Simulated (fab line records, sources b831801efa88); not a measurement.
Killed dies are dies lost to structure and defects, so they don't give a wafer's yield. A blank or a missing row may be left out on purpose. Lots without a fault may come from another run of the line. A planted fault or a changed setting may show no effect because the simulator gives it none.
A struck lot beside a sound one | flow sfq_line | 14 steps out of a route of 325
Sound: wafers L641.2, L641.4, L641.5. Struck: wafer L651.2. (L651.1 of the same lot was not struck and is left out.) The cause comes at the end.
At each step with rows: each side's tool, then ch and its chambers, then its first start. Under that, the readings that differ: sound wafers | struck wafers | difference of the means | sigmas: that difference in standard deviations of wafers without a fault.
alike: readings whose means differ by less than 2 such deviations, and words and numbers that are the same on both sides. not compared: withheld readings, readings that some wafer has no value for, bounds like >300 that may hide the same value, and numbers for which the record gives no deviation and whose values overlap.
The two part at a step that has a row with sigmas, a row that says differs or no value, or rows on one side only. Numbers that don't overlap but have no deviation are shown without sigmas and don't part them. A reading that every wafer of one side lacks parts them only if that side has two wafers or more.

first, 2 steps without rows for these wafers: SFQ_TRILAYER_I0_VIA_STRIP_SOLV_CLEAN_036 (cleans in NMP, time 600 s); SFQ_TRILAYER_M1_DEP_PRE_CLEAN_038 (time 22.5 s).
SFQ_TRILAYER_M1_DEP_SPUTTER_037: material Nb, target thk 200 nm, time 133.3 s.
  sound on pvd_sputter-05, day 16 19:51; struck on pvd_sputter-04, day 20 22:52
  alike: base_pressure_pa, throttle_valve_pct
SFQ_M1_RS_MEAS_909: measures by four-point-probe.
  sound on film_metro-04, day 16 19:58; struck on film_metro-04, day 20 22:57
  alike: M1_NB_RS
then, 6 steps without rows for these wafers: SFQ_TRILAYER_M1_LITHO_COAT_044 (resist thk 62 nm); SFQ_TRILAYER_M1_LITHO_COAT_039 (resist thk 600 nm); SFQ_TRILAYER_M1_LITHO_SOFTBAKE_043; SFQ_TRILAYER_M1_LITHO_EXPOSE_040 (exposes mask M1, target cd 500 nm); SFQ_TRILAYER_M1_LITHO_PEB_042 (peb time 60 s); SFQ_TRILAYER_M1_LITHO_DEVELOP_041 (time 60 s).
-- the record jumps here: 6 days lie between the struck wafers' starts before and after --
SFQ_M1_OVL_MEAS_911:
  sound on overlay-01, day 22 23:05; struck on overlay-02, day 26 15:49
  alike: M1_OVL
SFQ_TRILAYER_M1_BARC_OPEN_METAL_ETCH_054: etches BARC in O2, target depth 125 nm, time 41.7 s.
  sound on rie_metal-04 ch 0, day 22 23:07; struck on rie_metal-04 ch 0, day 26 15:51
  reading                                             | sound             | struck | difference | sigmas
  oes_product_au (a.u.)                               | 0.682 0.684 0.684 | 0.696  | +0.013     | +2
  model.KrF_of_TRILAYER_M1_LITHO_COAT_039.thk_nm (nm) | 520.8 518.9 519.7 | 501.1  | -18.7      |
  alike: drypump_motor_current_A, he_backside_leak_sccm
  not compared: rf_hours_counter_h
SFQ_TRILAYER_M1_ETCH_METAL_ETCH_042: etches Nb in Cl2/Ar, stops on SiO2, target depth 240 nm, time 120 s.
  sound on rie_metal-04 ch 0, day 22 23:10; struck on rie_metal-04 ch 0, day 26 15:55
  reading                                             | sound             | struck | difference | sigmas
  model.KrF_of_TRILAYER_M1_LITHO_COAT_039.thk_nm (nm) | 379.1 377.4 378.3 | 359.9  | -18.4      |
  alike: drypump_motor_current_A, he_backside_leak_sccm, oes_product_au
  not compared: rf_hours_counter_h
SFQ_TRILAYER_M1_STRIP_STRIP_043: strips in O2.
  sound on rie_metal-04 ch 0, day 22 23:17; struck on rie_metal-04 ch 0, day 26 16:02
  alike: drypump_motor_current_A, he_backside_leak_sccm, oes_product_au
  not compared: rf_hours_counter_h

WHERE THEY PART
Only at SFQ_TRILAYER_M1_BARC_OPEN_METAL_ETCH_054, within this record. Later steps at which nothing parts them and some readings are alike: SFQ_TRILAYER_M1_ETCH_METAL_ETCH_042, SFQ_TRILAYER_M1_STRIP_STRIP_043.

WHY: what the simulator had put in
Process parameter drift: rie_metal-04, from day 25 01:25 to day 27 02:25, at SFQ_TRILAYER_M1_BARC_OPEN_METAL_ETCH_054. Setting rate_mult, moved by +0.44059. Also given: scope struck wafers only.
